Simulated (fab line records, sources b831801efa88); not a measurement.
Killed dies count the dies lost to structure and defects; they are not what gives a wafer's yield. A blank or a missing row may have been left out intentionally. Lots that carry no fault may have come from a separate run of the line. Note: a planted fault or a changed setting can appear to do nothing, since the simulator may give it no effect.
fab line records	flow gf180mcu
[record] lots = 24	wafers = 72	last-day = 34
route steps=602 shown V2@408 M3@423 V3@447 V4@498 MIM@512 V5@554
lots that met no fault: taken from a fault-free run of the same line
start-h: start of the lot's first displayed wafer, in hours after the record's first day	wait-h: how many hours have passed since the lot's step before this one	" as in the row above	L1.1+2: a row that stands for several wafers	- either no value or no given start	* or withheld: withheld	< > ~ a bound
route shown NAME@n: names a module that has steps shown in the file, with the first one's number in the route	usual: average and standard deviation across the fault-free wafers	same: alike in all rows	chamber/n: place in a boat	sites: the reading at each site	_std_site: the values' standard deviation	_edge_site: inner sites' mean taken away from outer sites' mean	radius-mm: how far each site lies from the wafer's centre	mask NAME#n: copy n	behind: tool/chamber where the wafer was last shaped	hold: why the lot was held/for how many hours/how that ended	device: which transistor (n, p or np) failed to switch	end of line: the route-end tests of the same wafers	a step given without rows: its recipe and nothing more	killed: dies that structure and defects cost at the first sort, which is not the same as the wafer's yield	map: dies across one wafer; x = killed, . = not, _ = none there
set.NAME: the setting as run; set.NAME@STEP: as run at that earlier step	model.NAME: the simulator's own value behind a step, which no gauge read
a sample of lots followed through the steps of the route, with each step as a table and each wafer as a row
services: a tool's chamber out of use, with start hour (start-h, from the record's first day; less than 0 if before it), hours out, and reason
[[steps]]
[step GF_V2_CMP_26]
[recipe] stop-on = SiO2	down-force-psi = 3.5	platen-rpm = 60	t-overpolish-s = 15	target-thk-nm = 0	pad-velocity-m-s = 0.94248
[usual] motor-current-A = 10.9/1.1	overpolish-run-s = 15.002/0.0092	slurry-filter-dp-kPa = 13.50/0.12	time-to-endpoint-s = 84/4
lot.wafer	tool	chamber	start-h	wait-h	motor-current-A	overpolish-run-s	slurry-filter-dp-kPa	time-to-endpoint-s
L074.2	cmp-01	1	475.00	0.0	11.1	14.995	13.41	87
L074.3	"	3	"	"	11.9	15.008	13.39	90
L074.5	"	2	"	"	9.8	15.025	13.53	80
L075.1	cmp-02	3	478.70	0.2	11.0	15.009	13.41	78
L075.6	"	0	"	"	10.5	15.000	13.70	88
L075.5	"	1	"	"	12.7	15.020	13.42	88
L076.4	cmp-01	2	495.88	0.1	9.8	14.997	13.48	82
L076.2	"	3	"	"	12.1	14.984	13.52	89
L076.1	"	0	"	"	11.1	14.988	13.45	89
L077.1	cmp-02	1	498.94	0.1	12.6	14.989	13.45	84
L077.2	"	0	"	"	10.5	15.004	13.59	89
L077.5	"	2	"	"	9.7	14.991	13.73	87
L078.2	cmp-02	0	502.42	0.1	10.5	15.006	13.25	86
L078.4	"	1	"	"	12.7	15.007	13.47	87
L078.6	"	3	"	"	10.4	14.999	13.54	84
L079.4	cmp-02	3	523.02	0.0	11.2	15.005	13.53	79
L079.1	"	0	"	"	9.8	15.005	13.61	87
L079.3	"	2	"	"	9.6	15.007	13.66	85
L081.2	cmp-01	2	525.01	0.0	9.1	15.008	13.51	83
L081.6	"	2	"	"	9.9	14.989	13.59	82
L081.5	"	3	"	"	12.9	15.004	13.59	89
L080.4	cmp-01	1	527.19	0.0	11.3	15.007	13.35	86
L080.3	"	3	"	"	12.0	14.997	13.54	94
L080.1	"	0	"	"	11.0	14.997	13.41	91
L082.3	cmp-02	0	547.29	0.2	10.6	14.989	13.73	88
L082.2	"	3	"	"	11.0	15.002	13.43	81
L082.5	"	1	"	"	12.6	15.019	13.42	87
L083.4	cmp-02	0	548.21	0.2	10.2	15.014	13.38	81
L083.1	"	1	"	"	12.2	14.998	13.56	84
L083.5	"	0	"	"	10.1	14.997	13.50	82
L084.3	cmp-02	1	553.46	0.2	12.6	15.008	13.48	82
L084.1	"	2	"	"	9.7	15.023	13.54	83
L084.6	"	1	"	"	12.7	15.003	13.51	83
L085.3	cmp-01	1	556.97	0.1	11.3	15.001	13.58	87
L085.4	"	3	"	"	12.3	14.998	13.63	90
L085.6	"	1	"	"	10.9	15.018	13.53	85
L086.2	cmp-01	0	577.05	0.1	11.2	15.010	13.60	93
L086.4	"	1	"	"	10.6	15.018	13.56	85
L086.6	"	2	"	"	9.7	15.015	13.74	84
L087.4	cmp-01	2	591.88	0.1	9.6	15.003	13.46	77
L087.1	"	3	"	"	12.6	14.997	13.57	83
L087.6	"	2	"	"	9.6	15.018	13.46	76
L088.4	cmp-02	0	591.94	0.1	9.9	15.000	13.76	90
L088.6	"	2	"	"	9.6	14.997	13.58	87
L088.5	"	3	"	"	10.5	15.011	13.34	84
L090.1	cmp-02	2	597.73	0.1	9.3	14.997	13.40	89
L090.3	"	1	"	"	13.0	14.997	13.63	86
L090.6	"	3	"	"	11.1	15.000	13.32	84
L089.4	cmp-01	1	599.33	0.0	11.1	14.993	13.63	87
L089.1	"	0	"	"	10.9	15.004	13.46	87
L089.6	"	1	"	"	11.7	15.004	13.44	82
L091.1	cmp-02	0	611.16	0.1	9.8	14.992	13.40	81
L091.4	"	2	"	"	9.3	15.014	13.65	82
L091.6	"	0	"	"	9.8	14.991	13.28	80
L092.2	cmp-01	0	617.32	0.1	11.9	15.003	13.57	91
L092.1	"	1	"	"	10.4	14.992	13.54	85
L092.6	"	0	"	"	11.4	15.007	13.70	85
L093.1	cmp-02	0	617.51	0.2	9.8	14.998	13.37	84
L093.5	"	1	"	"	12.5	15.004	13.45	81
L093.6	"	2	"	"	9.6	14.974	13.41	85
L094.3	cmp-01	2	636.51	0.1	9.4	14.999	13.37	78
L094.1	"	3	"	"	12.1	15.011	13.29	83
L094.6	"	0	"	"	10.7	14.995	13.33	88
L095.3	cmp-02	2	638.06	0.1	9.9	14.997	13.40	87
L095.4	"	0	"	"	9.8	14.995	13.62	86
L095.6	"	1	"	"	12.1	14.998	13.53	81
L096.4	cmp-02	0	640.50	0.3	9.8	15.000	13.28	79
L096.6	"	3	"	"	11.3	15.004	13.51	76
L096.5	"	0	"	"	10.0	14.995	13.63	80
L097.4	cmp-02	3	656.66	0.0	11.2	15.000	13.47	77
L097.1	"	2	"	"	9.6	15.003	13.60	83
L097.5	"	3	"	"	10.9	15.030	13.40	77
[step GF_M3_CD_MEAS_14]
[recipe] target-cd-nm = 280
[usual] cd-nm = 279.9/1.4
lot.wafer	tool	chamber	start-h	wait-h	cd-nm
L074.2	cd-sem-02	-	499.42	0.1	279.0
L074.3	"	-	"	"	281.4
L074.5	"	-	"	"	279.8
L075.1	cd-sem-02	-	503.00	0.1	279.8
L075.5	"	-	"	"	280.8
L075.6	"	-	"	"	281.3
L076.1	cd-sem-02	-	519.52	0.1	277.4
L076.2	"	-	"	"	278.4
L076.4	"	-	"	"	277.4
L077.1	cd-sem-01	-	522.72	0.1	279.6
L077.2	"	-	"	"	279.9
L077.5	"	-	"	"	281.1
L078.2	cd-sem-01	-	526.47	0.1	280.5
L078.4	"	-	"	"	279.9
L078.6	"	-	"	"	279.0
L079.1	cd-sem-02	-	545.90	0.1	279.1
L079.3	"	-	"	"	279.3
L079.4	"	-	"	"	279.5
L081.2	cd-sem-01	-	548.69	0.1	278.9
L081.5	"	-	"	"	280.2
L081.6	"	-	"	"	279.9
L080.1	cd-sem-01	-	550.25	0.1	279.4
L080.3	"	-	"	"	279.3
L080.4	"	-	"	"	279.4
L082.2	cd-sem-02	-	570.02	0.1	280.1
L082.3	"	-	"	"	282.0
L082.5	"	-	"	"	281.9
L083.1	cd-sem-01	-	570.35	0.1	281.1
L083.4	"	-	"	"	280.2
L083.5	"	-	"	"	280.4
L084.1	cd-sem-01	-	576.10	0.1	282.5
L084.3	"	-	"	"	281.1
L084.6	"	-	"	"	282.6
L085.3	cd-sem-01	-	579.40	0.1	279.5
L085.4	"	-	"	"	278.5
L085.6	"	-	"	"	278.6
L086.2	cd-sem-02	-	598.48	0.1	282.2
L086.4	"	-	"	"	282.0
L086.6	"	-	"	"	281.7
L088.4	cd-sem-02	-	613.11	0.1	279.4
L088.5	"	-	"	"	280.0
L088.6	"	-	"	"	279.9
L087.1	cd-sem-02	-	613.31	0.1	277.9
L087.4	"	-	"	"	278.7
L087.6	"	-	"	"	281.0
L090.1	cd-sem-02	-	618.95	0.1	277.6
L090.3	"	-	"	"	277.1
L090.6	"	-	"	"	278.3
L089.1	cd-sem-02	-	620.55	0.1	279.6
L089.4	"	-	"	"	277.8
L089.6	"	-	"	"	279.0
L091.1	cd-sem-01	-	632.46	0.1	277.8
L091.4	"	-	"	"	278.0
L091.6	"	-	"	"	278.4
L092.1	cd-sem-02	-	638.55	0.1	281.6
L092.2	"	-	"	"	282.7
L092.6	"	-	"	"	282.6
L093.1	cd-sem-01	-	639.02	0.1	279.5
L093.5	"	-	"	"	279.6
L093.6	"	-	"	"	281.0
L094.1	cd-sem-02	-	656.66	0.1	281.2
L094.3	"	-	"	"	282.0
L094.6	"	-	"	"	280.0
L095.3	cd-sem-02	-	658.34	0.1	280.4
L095.4	"	-	"	"	281.8
L095.6	"	-	"	"	281.3
L096.4	cd-sem-01	-	661.51	0.1	279.4
L096.5	"	-	"	"	278.9
L096.6	"	-	"	"	278.5
L097.1	cd-sem-02	-	676.06	0.1	277.4
L097.4	"	-	"	"	278.0
L097.5	"	-	"	"	277.8
[step GF_V3_STRIP_18]
[recipe] chemistry = O2/N2	power-w = 1400	pressure-mtorr = 1500	platen-temp-c = 250	o2-flow-sccm = 3000	n2-flow-sccm = 300	overash-fraction = 0.5
[usual] drypump-motor-current-A = 5.9/0.52	heater-power-w = 328/31	o2-flow-sccm = 3001/8	oes-product-au = 0.593/0.0052
lot.wafer	tool	chamber	start-h	wait-h	drypump-motor-current-A	heater-power-w	o2-flow-sccm	oes-product-au	rf-hours-counter-h
L074.2	plasma-asher-02	1	524.03	-	5.9	328	2996	0.593	41
L074.3	"	1	"	"	5.9	323	2998	0.595	-
L074.5	"	1	"	"	5.8	320	3007	0.598	-
L075.1	plasma-asher-01	0	527.90	-	6.2	377	2997	0.598	10
L075.5	"	0	"	"	6.2	377	3009	0.592	-
L075.6	"	1	"	"	5.9	283	3016	0.591	-
L076.1	plasma-asher-01	1	543.73	-	5.9	291	3002	0.600	11
L076.2	"	0	"	"	6.2	379	3000	0.591	11
L076.4	"	0	"	"	6.2	378	2988	0.601	-
L077.1	plasma-asher-04	0	546.98	-	6.2	319	3004	0.593	78
L077.2	"	1	"	"	6.6	370	3003	0.583	78
L077.5	"	0	"	"	6.2	326	2989	0.594	-
L078.2	plasma-asher-02	0	551.04	-	5.0	305	3007	0.596	44
L078.4	"	1	"	"	5.8	315	3004	0.587	-
L078.6	"	0	"	"	5.0	305	3008	0.593	-
L079.1	plasma-asher-02	0	569.83	-	5.0	306	3008	0.591	46
L079.3	"	0	"	"	5.0	298	3014	0.591	-
L079.4	"	1	"	"	5.8	328	3020	0.603	-
L081.2	plasma-asher-01	1	572.45	-	5.9	295	2995	0.588	14
L081.5	"	1	"	"	5.8	297	3006	0.602	-
L081.6	"	0	"	"	6.2	379	2992	0.600	-
L080.1	plasma-asher-01	1	572.83	-	5.8	286	2991	0.594	14
L080.3	"	0	"	"	6.2	382	3023	0.594	-
L080.4	"	1	"	"	5.8	282	2996	0.591	-
L082.2	plasma-asher-04	0	592.88	-	6.2	318	2990	0.594	83
L082.3	"	0	"	"	6.2	328	2988	0.581	-
L082.5	"	0	"	"	6.2	320	2998	0.592	-
L083.1	plasma-asher-02	0	593.00	-	5.0	307	3000	0.587	48
L083.4	"	1	"	"	5.9	333	3012	0.590	-
L083.5	"	0	"	"	5.0	301	2991	0.599	-
L084.1	plasma-asher-04	1	598.78	-	6.5	366	3009	0.591	84
L084.3	"	0	"	"	6.3	325	3003	0.595	-
L084.6	"	0	"	"	6.2	317	3000	0.593	-
L085.3	plasma-asher-02	1	601.38	-	5.8	329	3001	0.590	-
L085.4	"	0	"	"	5.0	302	2997	0.591	-
L085.6	"	0	"	"	5.0	307	3001	0.581	-
L086.2	plasma-asher-02	1	620.95	-	5.8	328	2999	0.590	52
L086.4	"	0	"	"	5.0	298	3017	0.596	-
L086.6	"	1	"	"	5.8	316	2997	0.601	-
L088.4	plasma-asher-04	1	636.22	-	6.5	371	2993	0.591	-
L088.5	"	0	"	"	6.2	309	3012	0.586	-
L088.6	"	1	"	"	6.5	361	3003	0.583	-
L087.1	plasma-asher-02	0	636.53	-	5.0	301	3007	0.588	54
L087.4	"	1	"	"	5.8	323	3006	0.593	-
L087.6	"	1	"	"	5.8	332	2998	0.585	-
L090.1	plasma-asher-04	0	641.03	-	6.2	328	3009	0.585	90
L090.3	"	0	"	"	6.3	315	3011	0.587	-
L090.6	"	1	"	"	6.5	363	2992	0.597	-
L089.1	plasma-asher-04	1	643.00	-	6.6	376	2992	0.589	90
L089.4	"	1	"	"	6.6	368	2999	0.584	-
L089.6	"	1	"	"	6.5	369	3007	0.584	-
L091.1	plasma-asher-02	0	653.63	-	5.0	297	3013	0.593	56
L091.4	"	0	"	"	5.0	300	3002	0.594	-
L091.6	"	0	"	"	5.0	307	3003	0.591	-
L092.1	plasma-asher-02	0	659.83	-	5.0	299	2994	0.588	57
L092.2	"	1	"	"	5.8	328	3007	0.591	57
L092.6	"	1	"	"	5.8	334	3000	0.597	-
L093.1	plasma-asher-04	0	660.83	-	6.2	319	2996	0.599	92
L093.5	"	0	"	"	6.2	321	2991	0.597	-
L093.6	"	1	"	"	6.5	363	2999	0.593	-
L094.1	plasma-asher-01	1	677.50	-	5.8	285	2987	0.589	20
L094.3	"	0	"	"	6.2	385	3007	0.598	-
L094.6	"	1	"	"	5.9	289	2996	0.594	-
L095.3	plasma-asher-02	0	679.62	-	5.0	302	2985	0.587	-
L095.4	"	1	"	"	5.8	322	3009	0.587	-
L095.6	"	1	"	"	5.8	322	3018	0.592	-
L096.4	plasma-asher-02	1	683.18	-	5.8	317	2994	0.596	-
L096.5	"	1	"	"	5.8	325	3003	0.595	-
L096.6	"	0	"	"	5.1	301	3004	0.592	-
L097.1	plasma-asher-01	1	696.58	-	5.8	291	3005	0.590	22
L097.4	"	0	"	"	6.2	386	2995	0.591	-
L097.5	"	1	"	"	5.9	288	3000	0.582	-
[step GF_V4_SPUTTER_22]
[recipe] material = TiN	target-thk-nm = 10	chamber-pressure-pa = 5	power-w = 4000	time-s = 40
[usual] throttle-valve-pct = 30.0/1.6
lot.wafer	tool	chamber	start-h	wait-h	throttle-valve-pct
L074.2	pvd-sputter-03	-	572.89	0.0	32.1
L074.3	"	-	"	"	30.1
L074.5	"	-	"	"	32.4
L075.1	pvd-sputter-01	-	576.40	0.0	32.2
L075.5	"	-	"	"	27.2
L075.6	"	-	"	"	27.8
L076.1	pvd-sputter-01	-	590.82	0.0	30.6
L076.2	"	-	"	"	32.5
L076.4	"	-	"	"	28.5
L077.1	pvd-sputter-04	-	593.37	0.0	31.6
L077.2	"	-	"	"	31.1
L077.5	"	-	"	"	30.3
L078.2	pvd-sputter-03	-	598.64	0.0	29.6
L078.4	"	-	"	"	30.0
L078.6	"	-	"	"	29.6
L079.1	pvd-sputter-03	-	615.67	0.0	29.5
L079.3	"	-	"	"	32.1
L079.4	"	-	"	"	29.2
L081.2	pvd-sputter-03	-	618.99	0.0	29.7
L081.5	"	-	"	"	30.3
L081.6	"	-	"	"	29.6
L080.1	pvd-sputter-04	-	619.39	0.0	30.4
L080.3	"	-	"	"	31.7
L080.4	"	-	"	"	31.1
L082.2	pvd-sputter-03	-	638.14	0.0	32.2
L082.3	"	-	"	"	30.2
L082.5	"	-	"	"	32.7
L083.1	pvd-sputter-04	-	638.99	0.0	31.5
L083.4	"	-	"	"	31.4
L083.5	"	-	"	"	31.3
L084.1	pvd-sputter-03	-	644.63	0.0	29.6
L084.3	"	-	"	"	30.1
L084.6	"	-	"	"	28.8
L085.3	pvd-sputter-04	-	645.63	0.0	31.3
L085.4	"	-	"	"	28.9
L085.6	"	-	"	"	31.2
L086.2	pvd-sputter-03	-	665.58	0.0	29.7
L086.4	"	-	"	"	28.9
L086.6	"	-	"	"	29.1
L088.4	pvd-sputter-01	-	678.63	0.0	32.2
L088.5	"	-	"	"	27.2
L088.6	"	-	"	"	30.2
L087.1	pvd-sputter-01	-	679.54	0.0	27.3
L087.4	"	-	"	"	32.2
L087.6	"	-	"	"	30.4
L090.1	pvd-sputter-01	-	684.34	0.0	32.4
L090.3	"	-	"	"	30.2
L090.6	"	-	"	"	32.6
L089.1	pvd-sputter-01	-	686.91	0.0	32.5
L089.4	"	-	"	"	28.2
L089.6	"	-	"	"	27.1
L091.1	pvd-sputter-03	-	695.68	0.0	29.7
L091.4	"	-	"	"	29.1
L091.6	"	-	"	"	30.3
L092.1	pvd-sputter-03	-	702.21	0.0	29.7
L092.2	"	-	"	"	29.1
L092.6	"	-	"	"	29.9
L093.1	pvd-sputter-01	-	702.57	0.0	27.1
L093.5	"	-	"	"	30.5
L093.6	"	-	"	"	28.2
L094.1	pvd-sputter-01	-	718.64	0.0	32.3
L094.3	"	-	"	"	27.2
L094.6	"	-	"	"	28.3
L095.3	pvd-sputter-01	-	720.78	0.0	27.3
L095.4	"	-	"	"	32.2
L095.6	"	-	"	"	30.4
L096.4	pvd-sputter-03	-	724.31	0.0	29.5
L096.5	"	-	"	"	32.2
L096.6	"	-	"	"	30.2
L097.1	pvd-sputter-03	-	736.17	0.0	29.6
L097.4	"	-	"	"	29.0
L097.5	"	-	"	"	32.3
[step GF_MIM_SPUTTER_09]
[recipe] material = TiN	target-thk-nm = 35	power-w = 6500	time-s = 29.2	chamber-pressure-pa = 0.4
[usual] throttle-valve-pct = 30.0/1.5
lot.wafer	tool	chamber	start-h	wait-h	throttle-valve-pct
L074.2	pvd-sputter-03	-	573.90	0.0	32.1
L074.3	"	-	"	"	29.4
L074.5	"	-	"	"	30.0
L075.1	pvd-sputter-01	-	577.41	0.0	27.4
L075.5	"	-	"	"	32.5
L075.6	"	-	"	"	30.3
L076.1	pvd-sputter-01	-	591.83	0.0	27.1
L076.2	"	-	"	"	32.4
L076.4	"	-	"	"	28.1
L077.1	pvd-sputter-01	-	594.38	0.0	27.5
L077.2	"	-	"	"	30.2
L077.5	"	-	"	"	30.5
L078.2	pvd-sputter-03	-	599.66	0.0	32.1
L078.4	"	-	"	"	30.1
L078.6	"	-	"	"	30.1
L079.1	pvd-sputter-02	-	616.68	0.0	31.8
L079.3	"	-	"	"	29.7
L079.4	"	-	"	"	30.8
L081.2	pvd-sputter-01	-	620.00	0.0	27.8
L081.5	"	-	"	"	28.1
L081.6	"	-	"	"	30.1
L080.1	pvd-sputter-02	-	620.41	0.0	31.9
L080.3	"	-	"	"	29.5
L080.4	"	-	"	"	31.0
L082.2	pvd-sputter-03	-	639.16	0.0	30.0
L082.3	"	-	"	"	28.8
L082.5	"	-	"	"	29.7
L083.1	pvd-sputter-03	-	640.01	0.0	29.6
L083.4	"	-	"	"	30.3
L083.5	"	-	"	"	29.0
L084.1	pvd-sputter-02	-	645.65	0.0	32.0
L084.3	"	-	"	"	29.7
L084.6	"	-	"	"	31.9
L085.3	pvd-sputter-01	-	646.68	0.0	32.4
L085.4	"	-	"	"	28.2
L085.6	"	-	"	"	27.2
L086.2	pvd-sputter-02	-	666.83	0.0	29.5
L086.4	"	-	"	"	28.9
L086.6	"	-	"	"	29.3
L088.4	pvd-sputter-02	-	679.62	0.0	30.9
L088.5	"	-	"	"	29.1
L088.6	"	-	"	"	30.9
L087.1	pvd-sputter-02	-	680.55	0.0	29.7
L087.4	"	-	"	"	29.0
L087.6	"	-	"	"	29.0
L090.1	pvd-sputter-01	-	685.36	0.0	32.3
L090.3	"	-	"	"	28.2
L090.6	"	-	"	"	28.1
L089.1	pvd-sputter-03	-	687.92	0.0	30.3
L089.4	"	-	"	"	29.6
L089.6	"	-	"	"	30.2
L091.1	pvd-sputter-02	-	696.69	0.0	31.3
L091.4	"	-	"	"	32.1
L091.6	"	-	"	"	30.9
L092.1	pvd-sputter-03	-	703.22	0.0	30.1
L092.2	"	-	"	"	29.2
L092.6	"	-	"	"	29.1
L093.1	pvd-sputter-02	-	703.58	0.0	29.3
L093.5	"	-	"	"	31.6
L093.6	"	-	"	"	29.4
L094.1	pvd-sputter-03	-	719.65	0.0	32.4
L094.3	"	-	"	"	30.5
L094.6	"	-	"	"	30.4
L095.3	pvd-sputter-01	-	721.79	0.0	30.3
L095.4	"	-	"	"	28.2
L095.6	"	-	"	"	27.2
L096.4	pvd-sputter-02	-	725.32	0.0	29.2
L096.5	"	-	"	"	31.7
L096.6	"	-	"	"	28.9
L097.1	pvd-sputter-02	-	737.19	0.0	31.7
L097.4	"	-	"	"	31.0
L097.5	"	-	"	"	31.8
[step GF_V5_CD_MEAS_14]
[recipe] target-cd-nm = 260
[usual] cd-nm = 260.5/1.2
lot.wafer	tool	chamber	start-h	wait-h	cd-nm
L074.2	cd-sem-01	-	638.92	0.1	261.6
L074.3	"	-	"	"	261.0
L074.5	"	-	"	"	261.5
L075.1	cd-sem-01	-	641.90	0.1	259.7
L075.5	"	-	"	"	259.8
L075.6	"	-	"	"	259.9
L076.1	cd-sem-01	-	655.20	0.1	262.1
L076.2	"	-	"	"	262.6
L076.4	"	-	"	"	262.5
L077.1	cd-sem-01	-	657.80	0.1	259.9
L077.2	"	-	"	"	259.7
L077.5	"	-	"	"	259.4
L078.2	cd-sem-02	-	663.52	0.1	259.9
L078.4	"	-	"	"	259.9
L078.6	"	-	"	"	260.4
L079.1	cd-sem-02	-	679.05	0.1	259.0
L079.3	"	-	"	"	258.2
L079.4	"	-	"	"	258.4
L081.2	cd-sem-02	-	680.52	0.1	257.7
L081.5	"	-	"	"	259.3
L081.6	"	-	"	"	259.3
L080.1	cd-sem-02	-	682.75	0.1	261.1
L080.3	"	-	"	"	260.4
L080.4	"	-	"	"	260.3
L082.2	cd-sem-02	-	698.07	0.1	262.0
L082.3	"	-	"	"	261.4
L082.5	"	-	"	"	260.6
L083.1	cd-sem-02	-	699.15	0.1	260.9
L083.4	"	-	"	"	260.4
L083.5	"	-	"	"	260.5
L084.1	cd-sem-01	-	705.85	0.1	260.1
L084.3	"	-	"	"	260.9
L084.6	"	-	"	"	261.0
L085.3	cd-sem-02	-	706.44	0.1	260.7
L085.4	"	-	"	"	259.4
L085.6	"	-	"	"	258.9
L086.2	cd-sem-02	-	724.52	0.1	259.5
L086.4	"	-	"	"	259.5
L086.6	"	-	"	"	260.0
L088.4	cd-sem-01	-	736.21	0.1	260.4
L088.5	"	-	"	"	259.9
L088.6	"	-	"	"	260.9
L087.1	cd-sem-01	-	737.35	0.1	261.4
L087.4	"	-	"	"	262.4
L087.6	"	-	"	"	260.0
L090.1	cd-sem-01	-	741.05	0.1	260.2
L090.3	"	-	"	"	261.0
L090.6	"	-	"	"	261.4
L089.1	cd-sem-02	-	743.25	0.1	263.4
L089.4	"	-	"	"	263.1
L089.6	"	-	"	"	262.8
L091.1	cd-sem-01	-	752.12	0.2	262.1
L091.4	"	-	"	"	262.2
L091.6	"	-	"	"	260.8
L092.1	cd-sem-01	-	756.87	0.2	260.4
L092.2	"	-	"	"	259.4
L092.6	"	-	"	"	258.9
L093.1	cd-sem-01	-	757.11	0.1	260.0
L093.5	"	-	"	"	261.6
L093.6	"	-	"	"	259.6
L094.1	cd-sem-01	-	772.69	0.1	260.9
L094.3	"	-	"	"	261.6
L094.6	"	-	"	"	261.6
L095.3	cd-sem-02	-	774.08	0.1	260.4
L095.4	"	-	"	"	259.8
L095.6	"	-	"	"	259.2
L096.4	cd-sem-02	-	777.35	0.1	258.9
L096.5	"	-	"	"	258.5
L096.6	"	-	"	"	259.3
L097.1	cd-sem-02	-	788.00	0.1	260.4
L097.4	"	-	"	"	258.6
L097.5	"	-	"	"	258.9
[[services]]
tool	chamber	start-h	hours	kind
cmp-01	-	475.52	5.8	pm
cmp-02	-	495.70	2.5	repair
pvd-sputter-03	-	530.64	20.8	repair
pvd-sputter-03	-	530.92	2.7	repair
cmp-01	-	532.73	2.6	repair
cmp-01	-	544.77	9.8	pm
cmp-02	-	555.90	2.3	repair
cmp-02	-	556.06	1.6	repair
pvd-sputter-02	-	557.69	23.7	repair
cmp-01	-	560.70	10.7	pm
pvd-sputter-02	-	566.37	4.5	repair
cmp-02	-	572.00	4.0	pm
pvd-sputter-01	-	606.07	0.5	repair
plasma-asher-02	-	610.07	1.0	repair
cmp-01	-	623.36	1.4	repair
pvd-sputter-03	-	630.62	3.0	repair
pvd-sputter-03	-	642.31	2.1	repair
cmp-01	-	645.44	2.4	repair
cmp-01	-	649.20	1.4	repair
cmp-02	-	663.26	4.6	pm
plasma-asher-04	-	675.67	2.8	pm
pvd-sputter-03	-	726.71	3.0	repair
pvd-sputter-02	-	726.74	3.4	repair
cmp-02	-	726.92	7.3	pm
[[key]]
fault none
